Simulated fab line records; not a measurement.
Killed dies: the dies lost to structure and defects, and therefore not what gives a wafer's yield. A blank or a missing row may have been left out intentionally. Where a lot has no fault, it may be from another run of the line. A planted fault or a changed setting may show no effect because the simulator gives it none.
fab line records    flow sky130
[record] lots = 5  wafers = 15  last_day = 50
route steps=708 shown CONTACT@410 PAD_OPEN@708
lots with no fault: from the same line, run without faults
start_h: start of the lot's first displayed wafer, in hours after the record's first day    wait_h: hours from the lot's prior step to this one    " repeats the value in the row above    L1.1+2: a row that stands for several wafers    - value missing, or start not given    * or withheld: withheld    < > ~ a bound
route shown NAME@n: a module of which the file shows steps, and the number in the route of the first    usual: average and standard deviation across the fault-free wafers    same: alike in all rows    chamber/n: place in a boat    sites: readings site by site    _std_site: standard deviation of those values    _edge_site: mean of outer sites minus mean of inner sites    radius_mm: how far each site lies from the wafer's centre    mask NAME#n: copy n    behind: tool/chamber where the wafer was last shaped    hold: why the lot went on hold/how many hours it stayed there/how the hold came to an end    device: whichever transistor did not switch (one of n, p or np)    end of line: at the end of the route, the tests of the same wafers    for a step that has no rows: nothing shown but its recipe    killed: not the wafer's yield, but the dies lost to structure and defects at the first sort    map: a wafer's dies, x killed, . not, _ none there
set.NAME: the setting as run; set.NAME@STEP: as run at that earlier step    model.NAME: the simulator's own value behind a step, which no gauge read
lots seen at some steps along the route; tables by step, rows by wafer
services: the hour from which a tool's chamber was out of use, counted from the record's first day as start_h (under 0 if before that day), plus the number of hours and why
[[steps]]
[step SKY_CONTACT_CMP_04]
[recipe] material = SiO2  down_force_psi = 4  platen_rpm = 60  pad_velocity_m_s = 0.94248
[usual] edge_zone_pressure_frac = 0.999/0.0047  motor_current_A = 11.2/1.5  slurry_filter_dp_kPa = 13.50/0.13  time_to_endpoint_s = 82/3.3
lot.wafer  tool    chamber  start_h  wait_h  edge_zone_pressure_frac  motor_current_A  slurry_filter_dp_kPa  time_to_endpoint_s
L162.1     cmp-01  0        720.64   0.1     1.004                    9.8              13.68                 85
L162.2     "       2        "        "       1.000                    13.1             13.38                 87
L162.4     "       3        "        "       1.002                    10.8             13.41                 83
L166.4     cmp-01  3        755.83   3.9     1.005                    10.8             13.51                 83
L166.1     "       0        "        "       1.002                    9.5              13.40                 81
L166.6     "       2        "        "       1.000                    12.1             13.57                 85
L176.2     cmp-01  0        830.24   0.3     1.001                    10.0             13.73                 78
L176.3     "       1        "        "       1.000                    11.6             13.55                 80
L176.6     "       3        "        "       0.999                    10.5             13.56                 79
L179.4     cmp-01  2        856.36   0.0     0.996                    13.1             13.54                 85
L179.3     "       0        "        "       1.005                    9.6              13.44                 84
L179.5     "       2        "        "       1.007                    13.5             13.59                 86
L183.4     cmp-01  1        872.68   0.1     0.994                    11.7             13.66                 88
L183.1     "       2        "        "       0.998                    12.9             13.47                 87
L183.3     "       3        "        "       0.995                    10.9             13.68                 85
[step SKY_CONTACT_BOW_MEAS_05]
[recipe] mode = bow
[usual] CONTACT_BOW = 81/6.1
lot.wafer  tool           chamber  start_h  wait_h  CONTACT_BOW[um]
L162.1     film_metro-01  -        720.94   0.2     82
L162.2     "              -        "        "       80
L162.4     "              -        "        "       90
L166.1     film_metro-02  -        756.08   0.1     97
L166.4     "              -        "        "       87
L166.6     "              -        "        "       92
L176.2     film_metro-03  -        830.51   0.2     75
L176.3     "              -        "        "       78
L176.6     "              -        "        "       82
L179.3     film_metro-03  -        856.70   0.2     69
L179.4     "              -        "        "       90
L179.5     "              -        "        "       69
L183.1     film_metro-03  -        872.93   0.1     75
L183.3     "              -        "        "       83
L183.4     "              -        "        "       82
[step SKY_CONTACT_DEHYDRATE_06]
[recipe] temp_c = 200  time_s = 60
[step SKY_CONTACT_HMDS_07]
[recipe] prime_time_s = 60  prime_temp_c = 120
[step SKY_CONTACT_COAT_08]
[recipe] resist = BARC  temp_c = withheld  time_s = withheld  spin_rpm = 3000  resist_thk_nm = 60
[step SKY_CONTACT_COAT_09]
[recipe] resist = KrF-thick  spin_rpm = 3000  resist_thk_nm = 450
[step SKY_CONTACT_SOFTBAKE_10]
[recipe] temp_c = 100  time_s = 90  resist = KrF-thick
[step SKY_CONTACT_EXPOSE_11]
[recipe] mask_id = CTM1  na = 0.8  source_shape = annular  sigma_inner = 0.55  sigma_outer = 0.85  target_cd_nm = 170  dose_mj = 38
[step SKY_CONTACT_PEB_12]
[recipe] peb_temp_c = withheld  peb_time_s = withheld  resist = KrF-thick
[step SKY_CONTACT_DEVELOP_13]
[recipe] develop_time_s = 60  resist = KrF-thick  dev_temp_c = 21
[step SKY_CONTACT_CD_MEAS_14]
[recipe] target_cd_nm = 170
[usual] cd_nm = 170.1/1.4
lot.wafer  tool       chamber  start_h  wait_h  cd_nm
L162.1     cd_sem-01  -        748.10   -       168.3
L162.2     "          -        "        "       168.1
L162.4     "          -        "        "       169.8
L166.1     cd_sem-02  -        781.88   -       169.9
L166.4     "          -        "        "       169.7
L166.6     "          -        "        "       170.6
L176.2     cd_sem-02  -        856.17   -       173.0
L176.3     "          -        "        "       174.2
L176.6     "          -        "        "       172.9
L179.3     cd_sem-02  -        883.38   -       170.8
L179.4     "          -        "        "       171.2
L179.5     "          -        "        "       168.6
L183.1     cd_sem-02  -        898.90   -       170.1
L183.3     "          -        "        "       169.5
L183.4     "          -        "        "       170.2
[step SKY_CONTACT_OVL_MEAS_15]
[usual] CONTACT_OVL = -2/5.8
lot.wafer  tool        chamber  start_h  wait_h  CONTACT_OVL[nm]
L162.1     overlay-02  -        748.22   0.1     3
L162.2     "           -        "        "       -3
L162.4     "           -        "        "       -7
L166.1     overlay-01  -        782.00   0.1     -1
L166.4     "           -        "        "       6
L166.6     "           -        "        "       10
L176.2     overlay-01  -        856.27   0.1     5
L176.3     "           -        "        "       3
L176.6     "           -        "        "       12
L179.3     overlay-01  -        883.47   0.1     0
L179.4     "           -        "        "       -2
L179.5     "           -        "        "       -3
L183.1     overlay-02  -        899.02   0.1     2
L183.3     "           -        "        "       6
L183.4     "           -        "        "       -2
[step SKY_CONTACT_ETCH_16]
[recipe] chemistry = N2/H2  target = BARC  ion_energy_ev = 200  source_w = 500  bias_w = 100  pressure_mtorr = 30  n2_flow_sccm = 100  h2_flow_sccm = 200  stop_on = SiO2  time_s = 45.9  target_depth_a = 600
[usual] drypump_motor_current_A = 5.7/0.41  oes_product_au = 0.855/0.0049  throttle_valve_pct = 13.225/0.0093
lot.wafer  tool         chamber  start_h  wait_h  drypump_motor_current_A  oes_product_au  rf_hours_counter_h  throttle_valve_pct  model.KrF-thick_of_CONTACT_COAT_09.thk_nm
L162.1     rie_diel-04  1        748.25   0.0     5.3                      0.855           39                  13.203              393.8
L162.2     "            2        "        "       5.1                      0.859           6                   13.231              393.2
L162.4     "            0        "        "       5.4                      0.849           3                   13.213              393.7
L166.1     rie_diel-02  0        782.03   0.0     6.0                      0.844           4                   13.232              393.8
L166.4     "            1        "        "       6.1                      0.849           12                  13.214              393.5
L166.6     "            2        "        "       6.1                      0.863           -                   13.239              393.4
L176.2     rie_diel-02  1        856.30   0.0     6.1                      0.851           14                  13.230              391.6
L176.3     "            3        "        "       6.0                      0.850           22                  13.219              393.2
L176.6     "            0        "        "       6.0                      0.851           -                   13.235              391.8
L179.3     rie_diel-04  1        883.50   0.0     5.3                      0.851           2                   13.223              390
L179.4     "            2        "        "       5.1                      0.857           8                   13.238              390.2
L179.5     "            1        "        "       5.3                      0.845           -                   13.226              391.3
L183.1     rie_diel-01  3        899.05   0.0     5.0                      0.855           23                  13.211              392.6
L183.3     "            2        "        "       5.6                      0.861           12                  13.228              391.6
L183.4     "            0        "        "       6.1                      0.862           11                  13.215              391.6
[step SKY_CONTACT_ETCH_17]
[recipe] target = SiO2  chemistry = C4F8/O2/Ar  stop_on = Si3N4  mask_material = KrF-thick  source_w = 1500  bias_w = 1200  pressure_mtorr = 40  c4f8_flow_sccm = withheld  O2_flow_sccm = 6  Ar_flow_sccm = 300  time_s = withheld  target_depth_a = 3400
[usual] oes_product_au = 0.892/0.0046
lot.wafer  tool         chamber  start_h  wait_h  oes_product_au
L162.1     rie_diel-04  1        748.29   0.0     0.880
L162.2     "            2        "        "       0.895
L162.4     "            0        "        "       0.892
L166.1     rie_diel-02  0        782.08   0.0     0.888
L166.4     "            1        "        "       0.896
L166.6     "            2        "        "       0.895
L176.2     rie_diel-02  1        856.34   0.0     0.886
L176.3     "            3        "        "       0.895
L176.6     "            0        "        "       0.891
L179.3     rie_diel-04  1        883.54   0.0     0.889
L179.4     "            2        "        "       0.890
L179.5     "            1        "        "       0.881
L183.1     rie_diel-01  3        899.09   0.0     0.897
L183.3     "            2        "        "       0.896
L183.4     "            0        "        "       0.886
[step SKY_PAD_OPEN_PROBE_99]
[usual] killed_at_M0_to_M3 = 44/6.6  killed_at_M4_up = 3.4/1.9  killed_at_contacts = 25/5.6  killed_at_front_end = 15/4.6  killed_at_other = 0.3/0.6  killed_dies = 88/9.5  killed_open = 47/7.1  killed_short = 40/6.4
[same] gross_dies = 492  killed_at_back_side = 0
lot.wafer  tool       chamber  start_h  wait_h  killed_at_M0_to_M3  killed_at_M4_up  killed_at_contacts  killed_at_front_end  killed_at_other  killed_dies  killed_open  killed_short
L162.1     prober-02  -        1085.71  0.1     42                  2                28                  14                   0                86           52           34
L162.2     prober-02  -        1085.76  0.1     43                  4                28                  10                   0                85           41           42
L162.4     prober-02  -        1085.86  0.2     45                  4                22                  16                   0                87           47           38
L166.1     prober-02  -        1112.86  0.1     36                  2                28                  23                   0                89           52           37
L166.4     prober-02  -        1113.01  0.2     38                  6                33                  22                   0                99           61           38
L166.6     prober-02  -        1113.11  0.2     47                  3                19                  18                   0                87           45           42
L176.2     prober-02  -        1166.04  0.1     43                  2                25                  18                   0                88           52           35
L176.3     prober-02  -        1166.09  0.2     52                  4                24                  13                   0                93           47           46
L176.6     prober-02  -        1166.24  0.2     43                  2                34                  18                   0                97           54           43
L179.3     prober-02  -        1184.21  0.2     54                  4                26                  13                   0                97           57           40
L179.4     prober-02  -        1184.26  0.2     44                  2                19                  12                   1                78           40           38
L179.5     prober-02  -        1184.31  0.2     48                  3                30                  13                   0                94           55           39
L183.1     prober-02  -        1193.04  0.1     55                  5                18                  16                   0                94           50           44
L183.3     prober-02  -        1193.14  0.2     49                  7                24                  7                    0                87           46           41
L183.4     prober-02  -        1193.19  0.2     40                  4                33                  13                   0                90           48           42
// killed by level:class
L162.1 VIA1:geometric_particle:open=11 CONTACT:geometric_particle:open=10 VIA3:geometric_particle:open=7 VIA2:geometric_particle:open=7 LI_CONTACT:geometric_particle:open=6 CONTACT:geometric_particle:short=5 LOCAL_INTERCONNECT:geometric_particle:short=4 VIA2:geometric_particle:short=4
L162.2 CONTACT:geometric_particle:open=10 VIA1:geometric_particle:open=10 VIA2:geometric_particle:open=7 LI_CONTACT:geometric_particle:open=6 CONTACT:geometric_particle:short=6 VIA1:geometric_particle:short=5 METAL2:geometric_particle:short=5 FIELD_ISO:geometric_particle:short=4
L162.4 VIA1:geometric_particle:open=12 LI_CONTACT:geometric_particle:open=9 VIA1:geometric_particle:short=8 VIA3:geometric_particle:open=7 CONTACT:geometric_particle:open=5 VIA2:geometric_particle:open=5 METAL3:geometric_particle:short=4 FIELD_ISO:geometric_particle:short=3
L166.1 VIA1:geometric_particle:open=15 LI_CONTACT:geometric_particle:open=10 CONTACT:geometric_particle:open=9 FIELD_ISO:geometric_particle:short=6 METAL3:geometric_particle:short=6 FIELD_ISO:geometric_particle:open=5 POLY_GATE:geometric_particle:open=5 POLY_GATE:geometric_particle:short=4
L166.4 CONTACT:geometric_particle:open=16 VIA2:geometric_particle:open=10 LI_CONTACT:geometric_particle:open=9 VIA1:geometric_particle:open=9 SPACER:geometric_particle:short=6 VIA3:geometric_particle:open=5 FIELD_ISO:geometric_particle:open=4 FIELD_ISO:geometric_particle:short=4
L166.6 VIA1:geometric_particle:open=9 CONTACT:geometric_particle:open=7 VIA1:geometric_particle:short=6 POLY_GATE:geometric_particle:open=5 LI_CONTACT:geometric_particle:open=5 VIA3:geometric_particle:short=5 VIA3:geometric_particle:open=5 METAL3:geometric_particle:short=4
L176.2 VIA1:geometric_particle:open=13 CONTACT:geometric_particle:open=10 VIA1:geometric_particle:short=7 FIELD_ISO:geometric_particle:open=5 POLY_GATE:geometric_particle:open=5 LI_CONTACT:geometric_particle:open=5 CONTACT:geometric_particle:short=4 VIA3:geometric_particle:open=4
L176.3 VIA2:geometric_particle:open=9 VIA3:geometric_particle:short=8 VIA1:geometric_particle:open=8 LI_CONTACT:geometric_particle:open=7 METAL1:geometric_particle:short=7 CONTACT:geometric_particle:short=6 CONTACT:geometric_particle:open=5 VIA1:geometric_particle:short=5
L176.6 CONTACT:geometric_particle:open=13 VIA1:geometric_particle:open=11 LI_CONTACT:geometric_particle:open=8 METAL1:geometric_particle:short=8 VIA3:geometric_particle:open=8 CONTACT:geometric_particle:short=5 METAL2:geometric_particle:short=5 FIELD_ISO:geometric_particle:short=4
L179.3 VIA1:geometric_particle:open=13 CONTACT:geometric_particle:open=9 VIA2:geometric_particle:open=9 METAL1:geometric_particle:short=9 VIA1:geometric_particle:short=8 VIA3:geometric_particle:open=8 LI_CONTACT:geometric_particle:open=6 LI_CONTACT:geometric_particle:short=5
L179.4 VIA1:geometric_particle:open=9 CONTACT:geometric_particle:open=8 VIA1:geometric_particle:short=7 METAL2:geometric_particle:short=6 VIA2:geometric_particle:open=5 VIA3:geometric_particle:open=5 LI_CONTACT:geometric_particle:open=4 LOCAL_INTERCONNECT:geometric_particle:short=4
L179.5 CONTACT:geometric_particle:open=16 VIA1:geometric_particle:open=12 LI_CONTACT:geometric_particle:open=8 METAL1:geometric_particle:short=7 FIELD_ISO:geometric_particle:short=6 VIA2:geometric_particle:open=6 METAL3:geometric_particle:short=6 VIA1:geometric_particle:short=5
L183.1 VIA1:geometric_particle:open=12 METAL1:geometric_particle:short=7 VIA2:geometric_particle:open=7 CONTACT:geometric_particle:open=6 VIA1:geometric_particle:short=6 VIA3:geometric_particle:open=6 LI_CONTACT:geometric_particle:open=5 FIELD_ISO:geometric_particle:open=4
L183.3 VIA1:geometric_particle:open=13 CONTACT:geometric_particle:open=9 CONTACT:geometric_particle:short=7 METAL2:geometric_particle:short=7 VIA2:geometric_particle:open=6 VIA2:geometric_particle:short=5 METAL3:geometric_particle:short=5 VIA3:geometric_particle:open=5
L183.4 LI_CONTACT:geometric_particle:open=12 LOCAL_INTERCONNECT:geometric_particle:short=9 CONTACT:geometric_particle:open=9 METAL2:geometric_particle:short=7 VIA3:geometric_particle:open=7 VIA2:geometric_particle:open=6 METAL1:geometric_particle:short=6 VIA1:geometric_particle:open=6
[[services]]
tool         chamber  start_h  hours  kind
rie_diel-04  3        700.52   3.8    repair
rie_diel-01  2        700.57   6.7    repair
rie_diel-04  1        707.18   5.0    repair
rie_diel-04  -        713.20   1.0    repair
cmp-01       -        741.47   1.8    repair
cmp-01       -        751.61   3.9    repair
rie_diel-01  3        770.48   11.2   repair
cmp-01       -        789.75   6.3    pm
rie_diel-04  1        804.37   -      clean
rie_diel-04  1        804.37   16.9   scheduled_down
rie_diel-04  1        804.37   16.9   vent_cycle
cmp-01       -        804.65   0.5    repair
cmp-01       -        809.70   0.7    repair
cmp-01       -        810.38   6.3    pm
rie_diel-04  2        812.83   54.2   repair
cmp-01       -        825.64   0.5    repair
cmp-01       -        895.45   2.0    repair
[[key]]
first_sign none at tools or gauges
[model_effect] step = SKY_CONTACT_ETCH_16  value = KrF-thick_of_CONTACT_COAT_09.thk_nm  without = 390.9  struck = 393.2
met_at SKY_CONTACT_ETCH_16
struck_wafers L176.3
tester_left_out L176
[fault] kind = process_parameter_drift  tool = rie_diel-02  chamber = 3  onset_h = 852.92  steps = SKY_CONTACT_ETCH_16  channel = ion_energy_ev  offset = -32  shape = step  end_h = 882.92  acts_in = these_recipes_only  stated = 200
// tester_left_out: of these lots the tester's yield and bins aren't shown, on N5 and GAA mostly nor the transistor test; their killed dies are dies lost to structure and defects alone, not to doping, threshold or leakage, so they don't give the yield
